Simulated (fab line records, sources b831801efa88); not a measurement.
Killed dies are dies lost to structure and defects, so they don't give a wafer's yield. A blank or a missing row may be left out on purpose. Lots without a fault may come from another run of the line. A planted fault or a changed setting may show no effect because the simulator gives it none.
One fault seen from 2 desks | flow sky130 | each desk has only its own numbers; what lay behind them comes last

THE METROLOGY DESK
What the gauges read, lot by lot, whatever tool the lot ran on: means of the sampled wafers that have a number. A lot is out of limits, marked OUT, if its mean lies more than 4 standard deviations from the usual mean; the brackets give that distance.
Columns: A = SONOS_ONO_OVL at SKY_SONOS_ONO_OVL_MEAS_14, usual 1.1 nm; B = POLY_GATE_CVD_03_THK at SKY_POLY_GATE_THK_MEAS_04, usual 74.9 nm; C = LDD_HVN_TW at SKY_LDD_HVN_TW_MEAS_10, usual 1439
lot  | first seen here | A    | B    | C
L104 | day 12 23:46    | 1.1  | 75.3 | 1419
L106 | day 13 12:17    | 0.3  | 75.0 | 1425
L105 | day 13 12:22    | 1.7  | 75.2 | 1460
L107 | day 14 05:55    | 3.7  | 74.3 | 1449
L109 | day 14 18:33    | 2.0  | 74.1 | 1354 (-5.7) OUT
L110 | day 14 23:45    | 1.4  | 75.1 | 1366 (-4.9) OUT
L113 | day 15 20:25    | 1.1  | 74.7 | 1337 (-6.8) OUT
L121 | day 18 21:23    | 1.7  | 74.8 | 1455
L122 | day 19 04:15    | 2.9  | 75.0 | 1450
L123 | day 19 07:24    | 3.2  | 75.8 | 1424
L124 | day 19 22:01    | -1.0 | 75.8 | 1453
L125 | day 19 23:16    | 2.1  | 76.3 | 1447
This desk's finding: out of limits on L109, L110, L113; first on L109, day 22 16:53 (LDD_HVN_TW at SKY_LDD_HVN_TW_MEAS_10). In limits: L104, L106, L105, L107, L121, L122, L123, L124, L125.

THE TOOL OWNER'S DESK: implanter-03
The tool's own readings at SKY_LDD_HVN_IMPLANT_08: means of the sampled wafers that have a number, for each lot that ran on this tool. A lot is out of limits, marked OUT, if its mean lies more than 4 standard deviations from the usual mean; the brackets give that distance.
Columns: A = beam_energy_keV at SKY_LDD_HVN_IMPLANT_08, usual 59.996
lot  | first seen here | A
L104 | day 20 16:34    | 60.002
L106 | day 21 11:05    | 60.010
L109 | day 22 16:40    | 48.966 (-99 or more) OUT
L110 | day 22 21:33    | 48.976 (-99 or more) OUT
L113 | day 23 17:59    | 48.971 (-99 or more) OUT
L122 | day 27 04:22    | 60.008
This desk's finding: out of limits on L109, L110, L113; first on L109, day 22 16:40 (beam_energy_keV at SKY_LDD_HVN_IMPLANT_08). In limits: L104, L106, L122.

PUT TOGETHER
The tool owner's desk could have raised an alarm at day 22 16:40, on L109, L110, L113.
The metrology desk could have raised an alarm at day 22 16:53, on L109, L110, L113.
Of the lots named, all ran SKY_LDD_HVN_IMPLANT_08 on implanter-03.

WHAT THE SIMULATOR HAD PUT IN
Process parameter drift: implanter-03, from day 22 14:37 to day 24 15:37, at SKY_LDD_HVN_IMPLANT_08. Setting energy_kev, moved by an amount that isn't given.
Lots struck among those shown: L109, L110, L113.
Hours from the fault's start to each desk's first reading out of limits: the tool owner's desk, 2; the metrology desk, 2.
